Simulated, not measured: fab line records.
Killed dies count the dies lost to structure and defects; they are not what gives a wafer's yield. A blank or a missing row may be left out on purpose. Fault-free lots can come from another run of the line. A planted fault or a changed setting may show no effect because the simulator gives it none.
Matching of chambers | flow sky130 | rieDiel-01 running SKY_VIA1_ETCH_15: 4 sister chambers
The step etches SiO2 in C4F8/O2/Ar, stops on TiN, target depth 351 nm, time 54 s. 27 wafers are shown with their chamber, then 12 later ones without.

## EACH WAFER AND ITS CHAMBER
wafer  | chamber | oesProductAu (a.u.)
L074.3 | 2       | 0.986
L074.5 | 0       | 0.984
L074.6 | 1       | 0.986
L075.3 | 0       | 0.990
L075.5 | 0       | 0.979
L075.6 | 1       | 0.986
L076.2 | 3       | 0.972
L076.4 | 0       | 0.976
L076.6 | 3       | 0.969
L078.1 | 1       | 0.987
L078.4 | 0       | 0.981
L078.5 | 2       | 0.983
L082.3 | 2       | 0.974
L082.4 | 0       | 0.991
L082.6 | 3       | 0.979
L083.1 | 3       | 0.982
L083.2 | 1       | 0.984
L083.4 | 0       | 0.986
L084.1 | 0       | 0.994
L084.2 | 3       | 0.969
L084.4 | 1       | 0.987
L087.1 | 0       | 0.977
L087.3 | 1       | 0.985
L087.5 | 1       | 0.987
L089.1 | 2       | 0.985
L089.4 | 3       | 0.975
L089.5 | 3       | 0.968

SIGNATURES (means of the wafers above)
reading      | chamber 0 | chamber 1 | chamber 2 | chamber 3 | scatter within a chamber
oesProductAu | 0.98422   | 0.98600   | 0.98200   | 0.97343   | 0.00516
Rule: distance of a wafer from a chamber = root of the sum over the readings of ((wafer's reading minus chamber's mean) / reading's scatter) squared. If the next closest chamber is less than 2 further off than the closest, the wafer can't be placed; otherwise it belongs to the closest. The scatter: take each reading less its chamber's mean, square it, sum over the shown wafers, divide by the number of wafers less the number of chambers, and take the root.

## WAFERS WHOSE CHAMBER IS MISSING
wafer  | oesProductAu (a.u.)
L090.1 | 0.983
L090.4 | 0.965
L090.5 | 0.982
L094.3 | 0.984
L094.4 | 0.978
L094.6 | 0.976
L095.1 | 0.977
L095.3 | 0.981
L095.6 | 0.987
L093.2 | 0.985
L093.5 | 0.975
L093.6 | 0.982

## WHICH CHAMBER EACH ONE RAN IN
wafer  | from the rows above               | in truth
L090.1 | can't be placed: 2 or 0 or 1 or 3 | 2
L090.4 | can't be placed: 3 or 2           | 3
L090.5 | can't be placed: 2 or 0 or 1 or 3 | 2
L094.3 | can't be placed: 0 or 1 or 2      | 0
L094.4 | can't be placed: 2 or 3 or 0 or 1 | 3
L094.6 | can't be placed: 3 or 2 or 0 or 1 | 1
L095.1 | can't be placed: 3 or 2 or 0 or 1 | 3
L095.3 | can't be placed: 2 or 0 or 1 or 3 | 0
L095.6 | can't be placed: 1 or 0 or 2      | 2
L093.2 | can't be placed: 0 or 1 or 2      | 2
L093.5 | can't be placed: 3 or 2 or 0 or 1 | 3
L093.6 | can't be placed: 2 or 0 or 1 or 3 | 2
Correct placement for 0 of the 12. Cannot be placed on the basis of these rows: 12; the candidates contain the true chamber in 12. 0 placed wrongly.
